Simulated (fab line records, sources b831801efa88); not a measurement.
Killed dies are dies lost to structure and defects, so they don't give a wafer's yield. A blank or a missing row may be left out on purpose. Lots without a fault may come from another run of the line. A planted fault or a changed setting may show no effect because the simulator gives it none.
Problem report in the 8D (eight disciplines) form, filled by code | flow sky130 | the parts of the form that need people (team, actions taken, sign-off) are left out

1. THE PROBLEM
SPACER_CVD_00_THK at SKY_SPACER_THK_MEAS_01 reads a mean of 47.7 nm on 6 wafers of 2 lots; wafers without a fault read 43.0 nm with a standard deviation of 0.36. That is +13 standard deviations from the usual mean.
First seen on wafer L956.2, day 27 12:35, on film_metro-03. The record holds 33 wafers of 11 lots with a number at this step. Rule for "out", or "out of limits": more than 4 standard deviations from the usual mean. The other wafers with a number count as sound.

2. WHAT IT IS AND WHAT IT IS NOT
question                    | is                           | is not
which readings at this step | SPACER_CVD_00_THK            | -
which lots                  | L956, L957                   | L943, L946, L947, L948, L950, L951, L952, L965, L966
which wafers of those lots  | all that have a number       | -
read on which gauges        | film_metro-03, film_metro-04 | film_metro-02
when                        | from day 27 12:35            | up to then (21 sound wafers); but 6 sound wafers of L965, L966 came after

3. SUSPECTS, AND WHAT RULES EACH OUT
Counting: a tool at a process step up to the reading stays a suspect if it ran every lot that is out and no sound lot after the first of them.
- the gauge at SKY_SPACER_THK_MEAS_01: ruled out. The wafers that are out were read on 2 gauges (film_metro-03, film_metro-04).
- lpcvd-02 at SKY_SPACER_CVD_00 (deposits Si3N4 from DCS/NH3, target thk 43.1 nm, time 740 s): ruled out as a lasting fault. Sound lots L965, L966 ran on it after its first lot that is out, L956 (day 27 11:22).
Left after counting: nothing in the record.

4. THE CAUSE (what the simulator had put in)
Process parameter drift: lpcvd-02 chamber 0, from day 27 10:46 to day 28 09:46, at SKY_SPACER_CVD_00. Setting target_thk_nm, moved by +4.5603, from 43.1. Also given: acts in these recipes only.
Counting ruled it out, wrongly: the rule takes a fault to strike every lot that its tool runs from its start on, and this one did not.

5. THE CHAIN OF EFFECTS, in route order
Each row: a reading whose mean over the struck wafers that have a number lies more than 3 standard deviations from the usual. Only readings for which the record gives a usual standard deviation are gone through. hours: the time from each lot's start at the first step in this table that gives one to its start at this step, as a median over the lots. sigmas: the change in usual standard deviations.
hours | step                   | reading           | usual      | on struck wafers | change | sigmas
0     | SKY_SPACER_THK_MEAS_01 | SPACER_CVD_00_THK | 43.0 nm    | 47.7             | +4.7   | +13
0     | SKY_SPACER_ETCHBACK_02 | oes_product_au    | 0.853 a.u. | 0.905            | +0.052 | +8.5
The process steps in it:
- SKY_SPACER_ETCHBACK_02: etches Si3N4 in CH3F/O2, stops on SiO2, time 46.7 s, target depth 45 nm.
Later measuring or inspecting steps at which every struck wafer that the step has a row for has a number for every such reading, and none has moved that far: SKY_SD_N_RS_MEAS_16.

6. WHAT WOULD HAVE CAUGHT IT SOONER
In this record the first reading out of limits at a measuring or inspecting step was taken at day 27 12:35, 2 hours after the fault began at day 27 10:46.
Of the tool readings at SKY_SPACER_CVD_00 for which the record gives a usual standard deviation, none was out on any struck wafer, so an alarm limit of 4 standard deviations on them would not have fired.
